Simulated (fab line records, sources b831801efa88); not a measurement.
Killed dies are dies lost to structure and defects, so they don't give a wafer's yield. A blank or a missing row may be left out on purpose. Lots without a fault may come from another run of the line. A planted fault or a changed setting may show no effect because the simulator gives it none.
fab line records | flow gf180mcu
record lots=6 wafers=18 last_day=33
route steps=602 shown V3@445 M4@456
lots that met no fault: from a run of the same line without faults
start_h: hours from the record's first day to the start of the lot's first wafer shown | wait_h: hours since the lot's step before | " the same as in the row above | L1.1+2: a row that stands for several wafers | - no value, or no start given | * or withheld: withheld | < > ~ a bound
route shown NAME@n: a module of which the file shows steps, and the number in the route of the first | usual: mean/standard deviation of fault-free wafers | same: alike in all rows | chamber/n: place in a boat | sites: the reading at each site | _std_site: their standard deviation | _edge_site: outer sites' mean less inner sites' | radius_mm: how far each site lies from the wafer's centre | mask NAME#n: copy n | behind: the tool/chamber that last shaped the wafer | hold: why the lot was held/for how many hours/how that ended | device: the transistor (n, p or np) that didn't switch | end of line: the same wafers' tests at the end of the route | a step without rows: its recipe alone | killed: dies lost to structure and defects at the first sort, not the wafer's yield | map: a wafer's dies, x killed, . not, _ none there
set.NAME: the setting as run; set.NAME@STEP: as run at that earlier step | model.NAME: the simulator's own value behind a step, which no gauge read
lots at some steps of the route; a table a step, a row a wafer
services: from which hour (start_h, from the record's first day; less than 0 if before it) a tool's chamber was out of use, for how many hours, and why
## steps
# step GF_V3_ETCH_16
# recipe chemistry=N2/H2 target_depth_a=withheld overetch_a=withheld time_s=withheld target=BARC ion_energy_ev=200 source_w=500 bias_w=100 pressure_mtorr=30 n2_flow_sccm=100 h2_flow_sccm=200
# step GF_V3_ETCH_17
# recipe chemistry=C4F8/O2/Ar mask_material=KrF target=SiO2 stop_on=TiN source_w=1500 bias_w=1200 pressure_mtorr=40 c4f8_flow_sccm=withheld O2_flow_sccm=6 Ar_flow_sccm=300 time_s=withheld target_depth_a=6350
# step GF_V3_STRIP_18
# recipe chemistry=O2/N2 power_w=1400 pressure_mtorr=1500 platen_temp_c=250 o2_flow_sccm=3000 n2_flow_sccm=300 overash_fraction=0.5
# step GF_V3_STRIP_19
# recipe chemistry=post_etch_residue_remover time_s=1200 temp_c=72.5
# step GF_V3_CLEAN_20
# recipe chemistry=DIW dry=n2_spin
# step GF_V3_SPUTTER_21
# recipe material=Ti target_thk_nm=15 chamber_pressure_pa=5 power_w=2500 substrate_temp_c=200 time_s=80.02
# usual cathode_dc_power_W=2500.0/0.48 chamber_pressure_pa=5.001/0.01 throttle_valve_pct=30.3/0.8
# columns lot.wafer tool chamber start_h wait_h cathode_dc_power_W chamber_pressure_pa throttle_valve_pct
L106.2 pvd_sputter-02 - 582.16 0.0 2499.3 5.000 31.3
L106.5 " - " " 2499.8 4.995 29.5
L106.6 " - " " 2500.4 5.018 30.5
L107.1 pvd_sputter-01 - 583.38 0.0 2499.5 5.007 30.4
L107.2 " - " " 2500.5 4.989 30.8
L107.5 " - " " 2498.7 4.993 29.6
L111.2 pvd_sputter-03 - 615.94 0.0 2500.3 5.005 29.5
L111.4 " - " " 2500.8 4.993 30.6
L111.5 " - " " 2499.7 5.007 28.3
L117.2 pvd_sputter-01 - 655.83 0.0 2499.5 5.021 30.1
L117.5 " - " " 2500.0 5.007 30.8
L117.6 " - " " 2500.0 4.996 29.9
L118.2 pvd_sputter-02 - 665.57 0.0 2500.2 5.007 30.7
L118.4 " - " " 2500.4 4.982 31.6
L118.6 " - " " 2500.1 4.984 31.5
L119.1 pvd_sputter-03 - 673.53 0.0 2500.1 5.016 29.2
L119.2 " - " " 2499.8 4.991 28.5
L119.4 " - " " 2500.7 5.002 30.2
# step GF_V3_SPUTTER_22
# recipe material=TiN target_thk_nm=10 chamber_pressure_pa=5 power_w=4000 time_s=40
# step GF_V3_CVD_23
# recipe material=W target_thk_nm=350 time_s=104.9 temp_c=400 pressure_torr=40
# step GF_V3_RS_MEAS_24
# recipe thk_meas_gauge=four-point-probe reads=W_of_V3_CVD_23+TiN_of_V3_SPUTTER_22+Ti_of_V3_SPUTTER_21
# usual V3_W_RS=0.329/0.0079
# columns lot.wafer tool chamber start_h wait_h V3_W_RS[ohm/sq]
L106.2 film_metro-03 - 582.39 0.1 0.337
L106.5 " - " " 0.336
L106.6 " - " " 0.342
L107.1 film_metro-04 - 583.59 0.1 0.330
L107.2 " - " " 0.335
L107.5 " - " " 0.337
L111.2 film_metro-04 - 616.18 0.1 0.335
L111.4 " - " " 0.331
L111.5 " - " " 0.331
L117.2 film_metro-03 - 656.07 0.1 0.322
L117.5 " - " " 0.321
L117.6 " - " " 0.337
L118.2 film_metro-04 - 665.81 0.1 0.314
L118.4 " - " " 0.316
L118.6 " - " " 0.316
L119.1 film_metro-04 - 673.75 0.1 0.326
L119.2 " - " " 0.317
L119.4 " - " " 0.315
# step GF_V3_THK_MEAS_25
# recipe thk_meas_gauge=xrf reads=W_of_V3_CVD_23
# usual V3_W_THK=358/9.1
# columns lot.wafer tool chamber start_h wait_h V3_W_THK[nm]
L106.2 film_metro-03 - 582.50 0.1 350
L106.5 " - " " 352
L106.6 " - " " 347
L107.1 film_metro-04 - 583.71 0.1 357
L107.2 " - " " 352
L107.5 " - " " 349
L111.2 film_metro-04 - 616.29 0.1 350
L111.4 " - " " 355
L111.5 " - " " 355
L117.2 film_metro-03 - 656.18 0.1 367
L117.5 " - " " 365
L117.6 " - " " 349
L118.2 film_metro-04 - 665.92 0.1 376
L118.4 " - " " 372
L118.6 " - " " 372
L119.1 film_metro-04 - 673.87 0.1 363
L119.2 " - " " 373
L119.4 " - " " 374
# step GF_V3_CMP_26
# recipe stop_on=SiO2 down_force_psi=3.5 platen_rpm=60 t_overpolish_s=15 target_thk_nm=0 pad_velocity_m_s=0.94248
# step GF_M4_SPUTTER_00
# recipe material=Ti target_thk_nm=37.5 arriving_ion_energy_ev=80 substrate_temp_c=200 chamber_pressure_pa=2 power_w=4000 time_s=150
# usual cathode_dc_power_W=4000.0/0.75 chamber_pressure_pa=2.000/0.0041 throttle_valve_pct=29.7/0.91
# columns lot.wafer tool chamber start_h wait_h cathode_dc_power_W chamber_pressure_pa throttle_valve_pct
L106.2 pvd_sputter-03 - 582.85 0.1 3999.6 1.998 30.4
L106.5 " - " " 4000.6 1.999 28.8
L106.6 " - " " 4000.3 1.996 29.4
L107.1 pvd_sputter-01 - 584.07 0.1 4000.2 1.996 30.0
L107.2 " - " " 4000.4 1.999 30.2
L107.5 " - " " 4000.0 1.997 30.9
L111.2 pvd_sputter-04 - 616.66 0.1 3999.4 2.003 28.0
L111.4 " - " " 4000.3 2.005 30.1
L111.5 " - " " 4001.7 1.999 29.0
L117.2 pvd_sputter-03 - 656.53 0.2 3999.4 2.001 30.4
L117.5 " - " " 3999.7 2.000 30.2
L117.6 " - " " 4000.5 2.005 29.3
L118.2 pvd_sputter-03 - 666.27 0.2 3999.3 1.996 29.7
L118.4 " - " " 4000.2 2.005 30.2
L118.6 " - " " 4001.6 2.003 28.6
L119.1 pvd_sputter-01 - 674.23 0.1 4000.6 2.000 30.3
L119.2 " - " " 3999.3 2.013 30.0
L119.4 " - " " 3999.5 2.002 30.3
# step GF_M4_SPUTTER_01
# recipe material=TiN target_thk_nm=30 power_w=6500 time_s=25 chamber_pressure_pa=0.4
# usual cathode_dc_power_W=6500.1/1.2 chamber_pressure_pa=0.4002/0.00072 throttle_valve_pct=29.7/0.91
# columns lot.wafer tool chamber start_h wait_h cathode_dc_power_W chamber_pressure_pa throttle_valve_pct
L106.2 pvd_sputter-03 - 582.95 0.1 - - -
L106.5 " - " " - - -
L106.6 " - " " - - -
L107.1 pvd_sputter-01 - 584.17 0.1 - - -
L107.2 " - " " - - -
L107.5 " - " " - - -
L111.2 pvd_sputter-04 - 616.76 0.1 6500.9 0.4010 27.8
L111.4 " - " " 6502.1 0.3991 29.8
L111.5 " - " " 6498.3 0.4000 28.8
L117.2 pvd_sputter-03 - 656.63 0.1 6501.6 0.4010 30.5
L117.5 " - " " 6499.2 0.4008 30.0
L117.6 " - " " 6499.3 0.4005 29.3
L118.2 pvd_sputter-03 - 666.37 0.1 6500.6 0.3997 29.5
L118.4 " - " " 6501.0 0.4022 30.3
L118.6 " - " " 6498.9 0.3987 28.3
L119.1 pvd_sputter-01 - 674.33 0.1 6497.8 0.3991 30.4
L119.2 " - " " 6499.3 0.3990 29.9
L119.4 " - " " 6501.4 0.4003 30.3
# step GF_M4_SPUTTER_02
# recipe material=AlCu target_thk_nm=450 power_w=10600 time_s=23.9 chamber_pressure_pa=0.4
# usual cathode_dc_power_W=10600/2 chamber_pressure_pa=0.4000/0.00088 throttle_valve_pct=29.7/0.91
# columns lot.wafer tool chamber start_h wait_h cathode_dc_power_W chamber_pressure_pa throttle_valve_pct
L106.2 pvd_sputter-03 - 582.98 0.0 10600 0.3999 30.6
L106.5 " - " " 10601 0.3997 28.5
L106.6 " - " " 10603 0.3996 29.4
L107.1 pvd_sputter-01 - 584.20 0.0 10602 0.4009 29.8
L107.2 " - " " 10599 0.3994 29.8
L107.5 " - " " 10598 0.4005 30.8
L111.2 pvd_sputter-04 - 616.79 0.0 10599 0.4018 27.8
L111.4 " - " " 10601 0.4010 30.4
L111.5 " - " " 10598 0.4008 29.0
L117.2 pvd_sputter-03 - 656.66 0.0 10602 0.3994 30.0
L117.5 " - " " 10599 0.3997 30.4
L117.6 " - " " 10605 0.3984 29.5
L118.2 pvd_sputter-03 - 666.40 0.0 10598 0.4000 29.4
L118.4 " - " " 10598 0.4000 30.4
L118.6 " - " " 10601 0.3993 28.4
L119.1 pvd_sputter-01 - 674.36 0.0 10601 0.3990 30.3
L119.2 " - " " 10599 0.3997 30.0
L119.4 " - " " 10598 0.3977 30.1
# step GF_M4_SPUTTER_03
# recipe material=Ti target_thk_nm=10 substrate_temp_c=300 chamber_pressure_pa=0.3 power_w=3000 time_s=6.7
# usual cathode_dc_power_W=3000.0/0.49 chamber_pressure_pa=0.3000/0.00056 throttle_valve_pct=29.7/0.9
# columns lot.wafer tool chamber start_h wait_h cathode_dc_power_W chamber_pressure_pa throttle_valve_pct
L106.2 pvd_sputter-03 - 583.01 0.0 2999.5 0.2998 30.5
L106.5 " - " " 3000.6 0.3001 28.9
L106.6 " - " " 3000.6 0.2999 29.5
L107.1 pvd_sputter-01 - 584.23 0.0 3000.2 0.2993 30.1
L107.2 " - " " 3000.0 0.3005 30.1
L107.5 " - " " 3000.2 0.2999 30.6
L111.2 pvd_sputter-04 - 616.82 0.0 3000.7 0.3001 28.0
L111.4 " - " " 2999.6 0.2995 30.3
L111.5 " - " " 3000.1 0.3002 28.7
L117.2 pvd_sputter-03 - 656.69 0.0 3000.0 0.3003 30.2
L117.5 " - " " 3000.0 0.2998 30.3
L117.6 " - " " 3000.1 0.2999 29.3
L118.2 pvd_sputter-03 - 666.43 0.0 3000.0 0.3004 29.7
L118.4 " - " " 2999.8 0.3001 30.3
L118.6 " - " " 2999.9 0.3015 28.8
L119.1 pvd_sputter-01 - 674.39 0.0 3000.2 0.3002 30.3
L119.2 " - " " 2999.4 0.2995 29.7
L119.4 " - " " 3000.6 0.3001 30.2
# step GF_M4_SPUTTER_04
# recipe material=TiN target_thk_nm=50 power_w=6500 time_s=39.7 chamber_pressure_pa=0.4
# step GF_M4_DEHYDRATE_07
# recipe temp_c=200 time_s=60
# step GF_M4_HMDS_08
# recipe prime_time_s=60 prime_temp_c=120
# step GF_M4_COAT_09
# recipe resist=KrF spin_rpm=withheld resist_thk_nm=1000
# step GF_M4_SOFTBAKE_10
# recipe temp_c=130 time_s=60 resist=KrF
# step GF_M4_EXPOSE_11
# recipe mask_id=Metal4 target_cd_nm=280 na=0.68 source_shape=conventional sigma_outer=0.6 dose_mj=28
# step GF_M4_PEB_12
# recipe peb_temp_c=135 peb_time_s=90 resist=KrF
# step GF_M4_DEVELOP_13
# recipe develop_time_s=60 dev_temp_c=21
# step GF_M4_CD_MEAS_14
# recipe target_cd_nm=280
# usual cd_nm=280.4/1.3
# columns lot.wafer tool chamber start_h wait_h cd_nm
L106.2 cd_sem-01 - 603.29 0.1 280.5
L106.5 " - " " 280.8
L106.6 " - " " 280.0
L107.1 cd_sem-02 - 605.27 0.1 284.3
L107.2 " - " " 283.4
L107.5 " - " " 283.2
L111.2 cd_sem-02 - 637.49 0.1 280.3
L111.4 " - " " 280.7
L111.5 " - " " 280.6
L117.2 cd_sem-02 - 676.12 0.1 280.4
L117.5 " - " " 281.0
L117.6 " - " " 280.9
L118.2 cd_sem-01 - 684.74 0.1 281.0
L118.4 " - " " 281.2
L118.6 " - " " 281.3
L119.1 cd_sem-02 - 693.72 0.1 280.8
L119.2 " - " " 281.2
L119.4 " - " " 281.4
# step GF_M4_OVL_MEAS_15
# usual M4_OVL=1/4.4
# columns lot.wafer tool chamber start_h wait_h M4_OVL[nm]
L106.2 overlay-01 - 603.39 0.1 12
L106.5 " - " " -5
L106.6 " - " " 5
L107.1 overlay-01 - 605.39 0.1 -10
L107.2 " - " " 1
L107.5 " - " " -3
L111.2 overlay-02 - 637.59 0.1 6
L111.4 " - " " 11
L111.5 " - " " -2
L117.2 overlay-02 - 676.23 0.1 1
L117.5 " - " " 0
L117.6 " - " " 5
L118.2 overlay-01 - 684.84 0.1 7
L118.4 " - " " 3
L118.6 " - " " 2
L119.1 overlay-01 - 693.84 0.1 -3
L119.2 " - " " 1
L119.4 " - " " -1
# step GF_M4_METAL_ETCH_16
# recipe chemistry=Cl2/BCl3 mask_material=KrF target_depth_nm=627.5 stop_on=SiO2 pressure_mtorr=8 icp_w=800 bias_w=140 Cl2_flow_sccm=80 bcl3_flow_sccm=40 time_s=104.6
# usual drypump_motor_current_A=5.5/0.44 oes_product_au=0.972/0.0069 rf_fwd_power_W=795.5/2.8 throttle_valve_pct=28.250/0.011
# columns lot.wafer tool chamber start_h wait_h drypump_motor_current_A oes_product_au rf_fwd_power_W rf_hours_counter_h throttle_valve_pct
L106.2 rie_metal-01 0 603.46 0.1 6.0 0.938 797.9 - 28.280
L106.5 " 0 " " 5.9 0.943 794.5 - 28.282
L106.6 " 0 " " 6.0 0.946 796.5 - 28.294
L107.1 rie_metal-01 0 605.42 0.0 6.0 0.940 797.2 5 28.283
L107.2 " 0 " " 6.0 0.938 798.5 - 28.292
L107.5 " 0 " " 5.9 0.937 791.7 - 28.284
L111.2 rie_metal-03 1 637.62 0.0 5.4 0.973 798.2 11 28.235
L111.4 " 1 " " 5.4 0.984 798.6 - 28.238
L111.5 " 1 " " 5.4 0.981 795.7 - 28.240
L117.2 rie_metal-02 1 676.26 0.0 6.1 0.972 791.0 3 28.239
L117.5 " 0 " " 5.9 0.979 797.9 - 28.241
L117.6 " 1 " " 6.1 0.966 792.3 - 28.251
L118.2 rie_metal-03 1 684.87 0.0 5.5 0.966 793.3 13 28.259
L118.4 " 0 " " 4.9 0.978 797.5 - 28.243
L118.6 " 1 " " 5.5 0.972 792.0 - 28.245
L119.1 rie_metal-02 1 693.88 0.0 6.1 0.971 793.3 4 28.243
L119.2 " 1 " " 6.1 0.979 794.7 - 28.248
L119.4 " 1 " " 6.1 0.975 790.4 - 28.260
# step GF_M4_STRIP_17
# recipe chemistry=O2/N2 power_w=1400 pressure_mtorr=1500 platen_temp_c=250 o2_flow_sccm=3000 n2_flow_sccm=300 overash_fraction=0.5
# usual drypump_motor_current_A=5.7/0.6 heater_power_w=333/25 o2_flow_sccm=3001/8.6 oes_product_au=0.558/0.0055 strip_time_to_endpoint_s=7.87/0.049
# columns lot.wafer tool chamber start_h wait_h drypump_motor_current_A heater_power_w o2_flow_sccm oes_product_au rf_hours_counter_h strip_time_to_endpoint_s
L106.2 plasma_asher-03 1 603.65 0.1 4.9 344 3012 0.555 15 7.91
L106.5 " 0 " " 6.5 298 2997 0.562 - 7.98
L106.6 " 1 " " 4.9 350 3005 0.556 - 7.95
L107.1 plasma_asher-02 1 605.65 0.2 5.6 333 2991 0.557 110 7.97
L107.2 " 0 " " 5.4 336 2992 0.560 110 7.97
L107.5 " 1 " " 5.6 328 2989 0.559 - 7.97
L111.2 plasma_asher-03 1 637.73 0.1 4.9 347 2979 0.567 18 7.89
L111.4 " 1 " " 4.9 348 2987 0.559 - 7.87
L111.5 " 1 " " 4.9 342 3003 0.557 - 7.87
L117.2 plasma_asher-02 0 676.37 0.1 5.4 331 3017 0.558 118 7.86
L117.5 " 1 " " 5.6 325 3003 0.561 - 7.84
L117.6 " 0 " " 5.4 331 3001 0.552 - 7.87
L118.2 plasma_asher-01 1 684.98 0.1 6.4 387 3010 0.560 90 7.86
L118.4 " 0 " " 6.4 353 3002 0.555 - 7.80
L118.6 " 1 " " 6.4 387 3001 0.552 - 7.84
L119.1 plasma_asher-03 1 694.10 0.2 4.9 359 2998 0.554 25 7.90
L119.2 " 0 " " 6.5 297 2993 0.548 25 7.86
L119.4 " 1 " " 4.9 356 3014 0.570 - 7.85
## services
# columns tool chamber start_h hours kind
plasma_asher-01 - 561.52 5.7 repair
pvd_sputter-04 2 565.13 - consumable_replace:kit
pvd_sputter-04 2 565.13 18.0 scheduled_down
pvd_sputter-04 2 565.13 18.0 vent_cycle
rie_metal-01 - 580.50 0.3 repair
rie_metal-01 1 598.90 - clean
rie_metal-01 1 598.90 17.5 scheduled_down
rie_metal-01 1 598.90 17.5 vent_cycle
rie_metal-01 - 625.71 2.6 repair
rie_metal-03 - 637.87 0.6 repair
pvd_sputter-03 - 646.24 2.2 repair
pvd_sputter-01 2 654.53 - consumable_replace:kit
pvd_sputter-01 2 654.53 18.0 scheduled_down
pvd_sputter-01 2 654.53 18.0 vent_cycle
pvd_sputter-03 0 660.50 - consumable_replace:kit
pvd_sputter-03 0 660.50 18.0 scheduled_down
pvd_sputter-03 0 660.50 18.0 vent_cycle
plasma_asher-02 - 682.10 9.3 repair
rie_metal-02 0 683.60 - clean
plasma_asher-01 - 687.06 7.7 pm
pvd_sputter-04 1 691.44 - consumable_replace:kit
pvd_sputter-04 1 691.44 18.0 scheduled_down
pvd_sputter-04 1 691.44 18.0 vent_cycle
rie_metal-01 - 693.21 0.2 repair
## key
first_sign step=GF_M4_SPUTTER_01 reading=tool_record direction=missing
effect step=GF_M4_METAL_ETCH_16 reading=oes_product_au direction=down sigmas=4.6 usual=0.972 struck=0.940
met_at GF_M4_SPUTTER_01
struck_wafers L106.2,L106.5,L106.6,L107.1,L107.2,L107.5
later_rows_left_out L106.2,L106.5,L106.6,L107.1,L107.2,L107.5
sort_left_out L106.2,L106.5,L106.6,L107.1,L107.2,L107.5
fault kind=skipped_step_whole tool=pvd_sputter-01,pvd_sputter-03 chamber=- onset_h=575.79 steps=GF_M4_SPUTTER_01 scope=struck_lots_only
# sort_left_out: the simulated sort isn't trusted on such a fault, so these wafers' sort isn't shown, and their yield isn't known
# later_rows_left_out: the simulator's readings of these wafers behind a module that went badly wrong aren't trusted and aren't shown, but for the sort
